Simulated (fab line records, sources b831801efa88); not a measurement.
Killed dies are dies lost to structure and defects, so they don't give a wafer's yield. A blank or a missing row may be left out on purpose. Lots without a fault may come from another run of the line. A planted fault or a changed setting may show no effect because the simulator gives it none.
Which tool did it? | flow sky130 | 6 lots, 18 wafers sampled, at 2 steps of a route of 708

WHAT THE GAUGES READ, wafer by wafer
SKY_VT_ADJUST_HVTP_TW_MEAS_11.
lot  | measured     | on            | VT_ADJUST_HVTP_TW
L626 | day 6 11:17  | film_metro-02 | 1358 1353 1359
L628 | day 7 04:18  | film_metro-02 | 1346 1355 1360
L636 | day 8 23:32  | film_metro-01 | 1427 1434 1427 1423 1426 1417
L640 | day 10 03:38 | film_metro-04 | 1366 1359 1361
L643 | day 10 21:02 | film_metro-04 | 1373 1367 1367
L647 | day 11 22:44 | film_metro-01 | 1350 1352 1348

WHICH TOOL RAN EACH LOT (tool, then ch and the chambers of the sampled wafers, then the start)
lot  | SKY_VT_ADJUST_HVTP_IMPLANT_09
L626 | implanter-03 ch 0, day 6 11:02
L628 | implanter-03 ch 0, day 7 04:05
L636 | implanter-04 ch 0, day 8 23:17
L640 | implanter-03 ch 0, day 10 03:23
L643 | implanter-02 ch 0, day 10 20:48
L647 | implanter-04 ch 0, day 11 22:29
- SKY_VT_ADJUST_HVTP_IMPLANT_09

THE ANSWER, worked out from the rows above alone
Rule: what is usual is taken from the lots themselves. Put in order of their means at a reading, lots are off if they are a third of the lots or fewer, leave a main group of 4 or more, and stand apart from it by a gap of 3 or more times the standard deviation of the main group's means; of several such gaps the widest counts. A main group whose means are all the same, to the digits that the tables above print for the reading, isn't used. A lot without any number at a reading at which 4 lots or more have one is off too. The other lots that the step has rows for count as sound.
Off: L636, at SKY_VT_ADJUST_HVTP_TW_MEAS_11 (VT_ADJUST_HVTP_TW). The main group: mean 1358, standard deviation 6.7.
A tool fits if, at a process step before that reading, it ran every lot that is off, and no sound lot after the first of them. The gauges at SKY_VT_ADJUST_HVTP_TW_MEAS_11 are tried like those tools. None of those tried fits.

WHAT THE SIMULATOR HAD PUT IN
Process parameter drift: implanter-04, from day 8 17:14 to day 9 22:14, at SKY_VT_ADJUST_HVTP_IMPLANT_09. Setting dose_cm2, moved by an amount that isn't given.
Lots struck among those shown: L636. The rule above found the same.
